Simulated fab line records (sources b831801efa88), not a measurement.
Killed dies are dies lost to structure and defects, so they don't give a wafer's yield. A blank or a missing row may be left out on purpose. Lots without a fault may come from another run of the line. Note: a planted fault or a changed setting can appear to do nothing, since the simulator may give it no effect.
Struck lot and sound lot, side by side / flow sky130 / 43 out of 708 route steps
Sound: wafers L704.1, L704.2, L704.3. The struck wafers were L714.1, L714.5, L714.6. Last of all comes the cause.
Each step with rows lists, per side, the tool, then ch with its chambers, then its first start. Under that, the readings that differ: sound wafers / struck wafers / difference of the means / sigmas: that difference in standard deviations of wafers without a fault.
alike: readings with means less than 2 such deviations apart, plus words and numbers identical on both sides. not compared: withheld readings, readings lacking a value on some wafer, bounds such as >300 that could conceal the same value, and numbers that have no deviation in the record and whose values overlap.
The two part at a step that has a row with sigmas, a row that says differs or no value, or rows on one side only. When numbers do not overlap yet have no deviation, they are printed without sigmas and do not part them. A reading that every wafer of one side lacks parts them only if that side has two wafers or more.

first, 5 steps without rows for these wafers: SKY_FIELD_ISO_WET_ETCH_18 (etches Si3N4 in H3PO4, target depth 25 nm, time 286 s); SKY_FIELD_ISO_CLEAN_19 (cleans in SC1/SC2, time 150 s); SKY_FIELD_ISO_CLEAN_20 (cleans in dHF, time 20 s); SKY_FIELD_ISO_WET_ETCH_21 (etches SiO2 in dHF, target depth 20 nm, time 400 s); SKY_FIELD_ISO_OXIDATION_22 (stabilise 600 s, purge 300 s, target thk 10 nm).
SKY_FIELD_ISO_THK_MEAS_23:
  sound: filmMetro-04 at day 3 09:54; struck: filmMetro-02 at day 5 13:55
  alike: FIELD_ISO_OXIDATION_01_THK
then, 1 step without rows for these wafers: SKY_FIELD_ISO_CVD_24 (deposits SiO2, target thk 595 nm, time 99.2 s).
SKY_FIELD_ISO_THK_MEAS_25:
  sound: filmMetro-02 at day 3 10:04; struck: filmMetro-01 at day 5 14:02
  alike: FIELD_ISO_CVD_24_THK
then, 1 step without rows for these wafers: SKY_FIELD_ISO_ANNEAL_26 (time 1800 s).
SKY_FIELD_ISO_CMP_27: polishes, stops on Si3N4, t overpolish 16 s, target thk 457.8 nm.
  sound on cmp-01 ch 0,1,3, day 3 11:38; struck on cmp-02 ch 0,1,3, day 5 16:17
  alike: motorCurrentA, overpolishRunS, timeToEndpointS
then, 2 steps without rows for these wafers: SKY_FIELD_ISO_WET_ETCH_28 (etches SiO2 in dHF, target depth 23.7 nm, time 47 s); SKY_FIELD_ISO_WET_ETCH_29 (etches Si3N4 in H3PO4, target depth 160 nm, time 1825 s).
SKY_FIELD_ISO_WET_ETCH_30: etches SiO2 in dHF, target depth 25 nm, time 50 s.
  sound on wetBench-04 ch 1, day 3 12:28; struck on wetBench-04 ch 3, day 5 16:58
then, 2 steps without rows for these wafers: SKY_NWELL_CLEAN_00 (cleans in SC1/SC2, time 150 s); SKY_NWELL_OXIDATION_01 (stabilise 600 s, purge 300 s, target thk 10 nm).
SKY_NWELL_THK_MEAS_02:
  sound: filmMetro-04 at day 3 15:29; struck: filmMetro-02 at day 5 19:44
  alike: NWELL_OXIDATION_THK
then, 8 steps without rows for these wafers: SKY_DNWELL_DEHYDRATE_00 (time 60 s); SKY_DNWELL_HMDS_01 (prime time 60 s); SKY_DNWELL_COAT_02 (resist thk 3000 nm); SKY_DNWELL_SOFTBAKE_03; SKY_DNWELL_EXPOSE_04 (exposes mask DNM, target cd 3000 nm); SKY_DNWELL_PEB_05; SKY_DNWELL_DEVELOP_06 (develop time 60 s); SKY_DNWELL_IMPLANT_07.
SKY_DNWELL_STRIP_08: strips in O2/N2.
  sound on plasmaAsher-01 ch 0,1, day 4 07:34; struck on plasmaAsher-03 ch 0,1, day 6 15:07
  alike: drypumpMotorCurrentA, n2FlowSccm, o2FlowSccm, oesProductAu, stripTimeToEndpointS
  not compared: rfHoursCounterH
SKY_DNWELL_TW_MEAS_09:
  sound: filmMetro-02 at day 4 07:40; struck: filmMetro-03 at day 6 15:13
  alike: DNWELL_TW
then, 7 steps without rows for these wafers: SKY_PWDE_DEHYDRATE_00 (time 60 s); SKY_PWDE_HMDS_01 (prime time 60 s); SKY_PWDE_COAT_02 (resist thk 3000 nm); SKY_PWDE_SOFTBAKE_03; SKY_PWDE_EXPOSE_04 (exposes mask PWDEM, target cd 840 nm); SKY_PWDE_PEB_05; SKY_PWDE_DEVELOP_06 (develop time 60 s).
SKY_PWDE_OVL_MEAS_07:
  sound: overlay-01 at day 5 00:55; struck: overlay-02 at day 7 10:34
  alike: PWDE_OVL
after that, 1 step had no rows for these wafers: SKY_PWDE_IMPLANT_08.
SKY_PWDE_STRIP_09: strips in O2/N2.
  sound on plasmaAsher-02 ch 0,1, day 5 01:06; struck on plasmaAsher-01 ch 0,1, day 7 10:45
reading=stripTimeToEndpointS (s); sound=36.82 36.81 36.72; struck=36.99 37.16 36.93; difference=+0.24; sigmas=+2
  alike: drypumpMotorCurrentA, n2FlowSccm, o2FlowSccm, oesProductAu
  not compared: rfHoursCounterH
SKY_PWDE_TW_MEAS_10:
  sound: filmMetro-03 at day 5 01:12; struck: filmMetro-03 at day 7 10:51
  alike: PWDE_TW
then, 5 steps without rows for these wafers: SKY_NWELL_DEHYDRATE_03 (time 60 s); SKY_NWELL_HMDS_04 (prime time 60 s); SKY_NWELL_COAT_05 (resist thk 3000 nm); SKY_NWELL_SOFTBAKE_06; SKY_NWELL_EXPOSE_07 (exposes mask NWM, target cd 840 nm).
-- the record jumps here: 42 days lie between the struck wafers' starts before and after (it left off in module NWELL and takes up again in module PAD_OPEN, whose first step shown is number 708 of the route) --
SKY_PAD_OPEN_PROBE_99:
  sound: prober-02 at day 47 03:11; struck: prober-01 at day 49 18:59
reading=killedAtContacts; sound=35 29 26; struck=15 18 18; difference=-13; sigmas=-2
reading=killedAtFrontEnd; sound=15 17 12; struck=74 85 80; difference=+65; sigmas=+14
reading=killedDies; sound=89 78 83; struck=131 141 136; difference=+53; sigmas=+5
  alike: killed_at_M0_to_M3, killed_at_M4_up, killedAtOther, killedOpen, killedShort

## WHERE THEY PART
At SKY_PWDE_STRIP_09 first; at SKY_PAD_OPEN_PROBE_99 last (within this record only).

WHY: whatever the simulator had introduced
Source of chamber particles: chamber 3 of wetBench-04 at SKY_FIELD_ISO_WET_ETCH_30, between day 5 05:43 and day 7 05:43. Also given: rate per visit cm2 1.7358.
